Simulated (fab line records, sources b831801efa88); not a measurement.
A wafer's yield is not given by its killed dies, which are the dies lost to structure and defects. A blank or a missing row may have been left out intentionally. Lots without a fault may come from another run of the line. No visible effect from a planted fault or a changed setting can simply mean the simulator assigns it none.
Problem report in the 8D (eight disciplines) form, filled by code / flow sfq_line / the parts of the form that need people (team, actions taken, sign-off) are left out

== 1. PROBLEM STATEMENT ==
time_to_endpoint_s at SFQ_TRILAYER_I3_CMP_CMP_082 reads a mean of 280 s on 6 wafers of 2 lots; wafers without a fault read 215 s with a standard deviation of 5.9. That is +11 standard deviations from the usual mean.
The step: polishes SiO2.
Seen first at day 49 22:14 on cmp-01, wafer L301.1. Wafers with a number at this step in the record: 42, from 14 lots. The rule behind "out" and "out of limits": a value lying over 4 standard deviations away from the usual mean. Any other wafer with a number is counted as sound.

== 2. WHAT IT IS AND WHAT IT IS NOT ==
question=which readings at this step; is=time_to_endpoint_s; is not=motor_current_A
question=which lots; is=L301, L303; is not=L282, L283, L284, L285, L287, L288, L289, L291, L292, L293, L294, L296
question=which wafers of those lots; is=all that have a number; is not=-
question=read on which tools; is=cmp-01; is not=cmp-02
question=when; is=from day 49 22:14; is not=up to then (36 sound wafers)

== 3. THE SUSPECTS, EACH WITH WHAT RULES IT OUT ==
Counting: a tool stays on the suspect list if, at a process step up to the reading, it processed all lots that are out and no sound lot following the first of them.
- cmp-01 at SFQ_TRILAYER_I3_CMP_CMP_082 (polishes SiO2): kept. It processed each lot that is out, first L301 at day 49 22:14, and no sound lot thereafter; up to then, the last sound lot it processed was L294 at day 45 05:44. Out on those wafers are its own readings of time_to_endpoint_s.
Remaining after the count: cmp-01 at SFQ_TRILAYER_I3_CMP_CMP_082.

== 4. THE CAUSE (what the simulator had put in) ==
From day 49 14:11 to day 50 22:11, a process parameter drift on cmp-01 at SFQ_TRILAYER_I3_CMP_CMP_082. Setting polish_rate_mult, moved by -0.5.
Counting left only this tool.

== 5. SEQUENCE OF EFFECTS, ordered by route ==
Each row: a reading whose mean over the struck wafers that have a number lies more than 3 standard deviations from the usual. Only readings whose record carries a usual standard deviation are examined. hours: median over the lots of the time between each lot's start at the first step of this table that gives one and its start at this step. sigmas: the change, counted in usual standard deviations.
hours=0; step=SFQ_TRILAYER_I3_CMP_CMP_082; reading=time_to_endpoint_s; usual=215 s; on struck wafers=280; change=+65; sigmas=+11
hours=3; step=SFQ_TRILAYER_I3_METRO_MEASURE_083; reading=thk_nm; usual=200.2 nm; on struck wafers=305.8; change=+105.6; sigmas=+96
hours=139; step=SFQ_TRILAYER_I3_VIA_ETCH_VIA_ETCH_088; reading=oes_product_au; usual=0.855 a.u.; on struck wafers=0.996; change=+0.141; sigmas=+27
Here are the process steps it includes:
- SFQ_TRILAYER_I3_CMP_CMP_082: polishes SiO2.
- SFQ_TRILAYER_I3_METRO_MEASURE_083
- SFQ_TRILAYER_I3_VIA_ETCH_VIA_ETCH_088: etches SiO2 in CHF3, stops on Nb, target depth 260 nm.
Later measuring or inspecting steps at which every struck wafer that the step has a row for has a number for every such reading, and none has moved that far: SFQ_M4_OVL_MEAS_926.

== 6. HOW IT WOULD HAVE BEEN CAUGHT EARLIER ==
8 hours passed between the start of the fault at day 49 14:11 and the first reading out of limits in this record, taken at day 49 22:14.
